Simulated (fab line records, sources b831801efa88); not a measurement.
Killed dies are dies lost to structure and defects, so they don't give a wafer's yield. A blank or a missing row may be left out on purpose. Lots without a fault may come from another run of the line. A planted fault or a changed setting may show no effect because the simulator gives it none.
A struck lot beside a sound one | flow sky130 | 17 steps out of a route of 708
Sound: wafers L827.3, L827.5, L827.6. Struck: wafers L833.2, L833.3, L833.4. The cause comes at the end.
At each step with rows: each side's tool, then ch and its chambers, then its first start. Under that, the readings that differ: sound wafers | struck wafers | difference of the means | sigmas: that difference in standard deviations of wafers without a fault.
alike: readings whose means differ by less than 2 such deviations, and words and numbers that are the same on both sides. not compared: withheld readings, readings that some wafer has no value for, bounds like >300 that may hide the same value, and numbers for which the record gives no deviation and whose values overlap.
The two part at a step that has a row with sigmas, a row that says differs or no value, or rows on one side only. Numbers that don't overlap but have no deviation are shown without sigmas and don't part them. A reading that every wafer of one side lacks parts them only if that side has two wafers or more.

first, 4 steps without rows for these wafers: SKY_LDD_LDN_SOFTBAKE_03 (time 60 s); SKY_LDD_LDN_EXPOSE_04 (exposes mask LDNTM, target cd 700 nm); SKY_LDD_LDN_PEB_05; SKY_LDD_LDN_DEVELOP_06 (develop time 60 s).
SKY_LDD_LDN_OVL_MEAS_07:
  sound on overlay-02, day 23 04:06; struck on overlay-02, day 25 11:50
  alike: LDD_LDN_OVL
then, 4 steps without rows for these wafers: SKY_LDD_LDN_IMPLANT_08; SKY_LDD_LDN_IMPLANT_09; SKY_LDD_LDN_IMPLANT_10; SKY_LDD_LDN_IMPLANT_11.
SKY_LDD_LDN_STRIP_12: strips in O2/N2.
  sound on plasma_asher-01 ch 0,1, day 23 04:46; struck on plasma_asher-01 ch 0,1, day 25 12:28
  alike: drypump_motor_current_A, oes_product_au, strip_time_to_endpoint_s
  not compared: rf_hours_counter_h
SKY_LDD_LDN_TW_MEAS_13:
  sound on film_metro-02, day 23 04:51; struck on film_metro-01, day 25 12:35
  alike: LDD_LDN_TW
then, 1 step without rows for these wafers: SKY_LDD_LDN_CLEAN_14 (cleans in SC1/SC2, time 150 s).
SKY_SPACER_CVD_00: deposits Si3N4 from DCS/NH3, target thk 43.1 nm, time 740 s.
  sound on lpcvd-02 ch 1, day 23 04:56; struck on lpcvd-02 ch 1, day 25 12:41
  alike: spike_tc_upper_C, zone_power_centre_pct
SKY_SPACER_THK_MEAS_01:
  sound on film_metro-02, day 23 06:10; struck on film_metro-04, day 25 13:54
  reading                | sound          | struck         | difference | sigmas
  SPACER_CVD_00_THK (nm) | 42.3 42.6 42.3 | 33.0 33.3 32.7 | -9.4       | -20
SKY_SPACER_ETCHBACK_02: etches Si3N4 in CH3F/O2, stops on SiO2, time 46.7 s, target depth 45 nm.
  sound on rie_diel-04 ch 1,2,3, day 23 06:12; struck on rie_diel-04 ch 0,2, day 25 13:57
  reading               | sound             | struck            | difference | sigmas
  oes_product_au (a.u.) | 0.844 0.851 0.853 | 0.746 0.742 0.744 | -0.105     | -18
  alike: drypump_motor_current_A, throttle_valve_pct
  not compared: rf_hours_counter_h
then, 1 step without rows for these wafers: SKY_POLY_CUT_DEHYDRATE_00 (time 60 s).
-- the record jumps here: 22 days lie between the struck wafers' starts before and after (it left off in module POLY_CUT and takes up again in module PAD_OPEN, whose first step shown is number 708 of the route) --
SKY_PAD_OPEN_PROBE_99:
  sound on prober-01, day 46 04:54; struck on prober-01, day 47 16:21
  reading                                           | sound                       | struck                  | difference | sigmas
  model.etest.pfet_01v8.drive_ua_um_rim_less_centre | 1.912 5.285 -1.756          | 13.57 14.65 15.16       | +12.65     |
  model.etest.pfet_01v8.drive_ua_um_range           | 7.704 7.413 7.464           | 17.19 19.09 18.85       | +10.85     |
  model.etest.pfet_01v8.vt_v_rim_less_centre        | -0.00296 -0.005478 -0.00124 | 0.01759 0.01057 0.01794 | +0.01859   |
  model.etest.pfet_01v8.vt_v_range                  | 0.009153 0.008905 0.008077  | 0.02529 0.02046 0.02828 | +0.01597   |
  alike: killed_at_M0_to_M3, killed_at_M4_up, killed_at_contacts, killed_at_front_end, killed_at_other, killed_dies, killed_on_rim, killed_open, killed_short
  not compared: model.etest.nfet_01v8.drive_ua_um_rim_less_centre, model.etest.nfet_01v8.drive_ua_um_range

WHERE THEY PART
First at SKY_SPACER_THK_MEAS_01; last, within this record, at SKY_SPACER_ETCHBACK_02. Later steps at which nothing parts them and some readings are alike: SKY_PAD_OPEN_PROBE_99.

WHY: what the simulator had put in
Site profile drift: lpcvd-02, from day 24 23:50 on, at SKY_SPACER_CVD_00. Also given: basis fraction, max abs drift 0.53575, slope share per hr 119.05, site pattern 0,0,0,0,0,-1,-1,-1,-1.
